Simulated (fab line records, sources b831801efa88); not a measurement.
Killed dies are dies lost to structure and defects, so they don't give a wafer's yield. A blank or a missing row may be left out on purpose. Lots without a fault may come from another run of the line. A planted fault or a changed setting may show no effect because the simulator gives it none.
Chamber matching | flow gf180mcu | GF_CONTACT_CMP_04 on cmp-01: 4 sister chambers
The step polishes SiO2. 18 wafers are shown with their chamber, then 9 later ones without.

WAFERS WITH THEIR CHAMBER
wafer  | chamber | motor_current_A (A) | time_to_endpoint_s (s)
L652.1 | 1       | 12.2                | 105
L652.4 | 3       | 11.7                | 104
L652.6 | 1       | 13.3                | 106
L657.2 | 1       | 11.6                | 107
L657.4 | 2       | 10.2                | 117
L657.5 | 3       | 13.1                | 115
L660.2 | 1       | 13.4                | 112
L660.3 | 2       | 10.5                | 107
L660.6 | 0       | 12.6                | 120
L664.1 | 3       | 12.0                | 115
L664.2 | 0       | 11.3                | 118
L664.6 | 3       | 12.6                | 117
L665.2 | 2       | 9.8                 | 108
L665.4 | 0       | 11.4                | 121
L665.5 | 2       | 10.0                | 110
L667.4 | 1       | 12.6                | 119
L667.5 | 3       | 12.7                | 109
L667.6 | 2       | 10.3                | 114

SIGNATURES (means of the wafers above)
reading            | chamber 0 | chamber 1 | chamber 2 | chamber 3 | scatter within a chamber
motor_current_A    | 11.767    | 12.620    | 10.160    | 12.420    | 0.591
time_to_endpoint_s | 119.67    | 109.80    | 111.20    | 112.00    | 4.83
Rule: a wafer's distance from a chamber is the root of the sum, over the readings, of the square of ((its reading less the chamber's mean) divided by the reading's scatter). The wafer belongs to the nearest chamber; if the next one is less than 2 further off, it can't be placed. The scatter: the root of (the sum of the squares of (reading less its chamber's mean) over the shown wafers, divided by (wafers less chambers)).

WAFERS WITHOUT THEIR CHAMBER
wafer  | motor_current_A (A) | time_to_endpoint_s (s)
L668.1 | 12.4                | 110
L668.4 | 11.9                | 120
L668.6 | 12.3                | 115
L669.4 | 12.3                | 119
L669.5 | 12.2                | 120
L669.6 | 10.6                | 115
L671.2 | 10.4                | 109
L671.3 | 13.0                | 108
L671.4 | 12.8                | 118

WHICH CHAMBER EACH WENT THROUGH
wafer  | from the rows above          | in truth
L668.1 | can't be placed: 1 or 3 or 0 | 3
L668.4 | can't be placed: 0 or 3      | 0
L668.6 | can't be placed: 3 or 1 or 0 | 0
L669.4 | can't be placed: 0 or 3 or 1 | 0
L669.5 | can't be placed: 0 or 3 or 1 | 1
L669.6 | can't be placed: 2 or 0      | 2
L671.2 | 2                            | 2
L671.3 | can't be placed: 1 or 3      | 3
L671.4 | can't be placed: 3 or 1 or 0 | 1
Placed correctly: 1 of 9. Can't be placed from these rows: 8 (the true chamber is among the candidates in 8). Placed wrongly: 0.
